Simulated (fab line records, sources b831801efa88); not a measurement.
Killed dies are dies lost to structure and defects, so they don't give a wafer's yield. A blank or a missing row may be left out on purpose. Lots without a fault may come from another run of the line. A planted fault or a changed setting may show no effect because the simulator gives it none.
Problem report in the 8D (eight disciplines) form, filled by code | flow sky130 | the parts of the form that need people (team, actions taken, sign-off) are left out

1. THE PROBLEM
oes_product_au at SKY_FIELD_ISO_ETCH_15 reads a mean of 0.987 a.u. on 9 wafers of 3 lots; wafers without a fault read 0.948 a.u. with a standard deviation of 0.0067. That is +5.8 standard deviations from the usual mean.
The step: etches the open film in CHF3/O2, stops on Si, target depth 180 nm, time 72 s.
First seen on wafer L729.1, day 5 15:58, on rie_diel-04. The record holds 45 wafers of 15 lots with a number at this step. Rule for "out", or "out of limits": more than 4 standard deviations from the usual mean. The other wafers with a number count as sound.

2. WHAT IT IS AND WHAT IT IS NOT
question                    | is                                    | is not
which readings at this step | oes_product_au                        | drypump_motor_current_A
which lots                  | L729, L730, L731                      | L714, L715, L716, L719, L720, L724, L726, L727, L733, L734, L735, L736
which wafers of those lots  | all that have a number                | -
read on which tools         | rie_diel-01, rie_diel-03, rie_diel-04 | -
when                        | from day 5 15:58                      | up to then (24 sound wafers); but 12 sound wafers of L733, L734, L735, L736 came after

3. SUSPECTS, AND WHAT RULES EACH OUT
Counting: a tool at a process step up to the reading stays a suspect if it ran every lot that is out and no sound lot after the first of them.
- lpcvd-02 at SKY_FIELD_ISO_CVD_03 (deposits Si3N4 from DCS/NH3, target thk 165 nm, time 2830 s): ruled out as a lasting fault. Sound lots L733, L734, L735, L736 ran on it after its first lot that is out, L729 (day 4 20:35).
Left after counting: nothing in the record.

4. THE CAUSE (what the simulator had put in)
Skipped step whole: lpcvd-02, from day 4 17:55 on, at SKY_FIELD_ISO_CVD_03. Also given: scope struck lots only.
Counting ruled it out, wrongly: the rule takes a fault to strike every lot that its tool runs from its start on, and this one did not.

5. THE CHAIN OF EFFECTS, in route order
Each row: a reading whose mean over the struck wafers that have a number lies more than 3 standard deviations from the usual. Only readings for which the record gives a usual standard deviation are gone through. hours: the time from each lot's start at the first step in this table that gives one to its start at this step, as a median over the lots. sigmas: the change in usual standard deviations.
hours | step                  | reading        | usual      | on struck wafers | change | sigmas
0     | SKY_FIELD_ISO_ETCH_15 | oes_product_au | 0.948 a.u. | 0.987            | +0.039 | +5.8
The process steps in it:
- SKY_FIELD_ISO_ETCH_15: etches the open film in CHF3/O2, stops on Si, target depth 180 nm, time 72 s.
Readings that are blank on the struck wafers while sound wafers have them: pressure_mtorr at SKY_FIELD_ISO_CVD_03; spike_tc_bottom_C at SKY_FIELD_ISO_CVD_03; spike_tc_centre_C at SKY_FIELD_ISO_CVD_03; FIELD_ISO_OXIDATION_01_THK at SKY_FIELD_ISO_THK_MEAS_23.

6. WHAT WOULD HAVE CAUGHT IT SOONER
In this record the first reading out of limits was taken at day 5 15:58, 22 hours after the fault began at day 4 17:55.
At SKY_FIELD_ISO_CVD_03 the tool's readings are blank on the struck wafers, where sound wafers have them: an empty tool record is the first sign, and it was there at once.
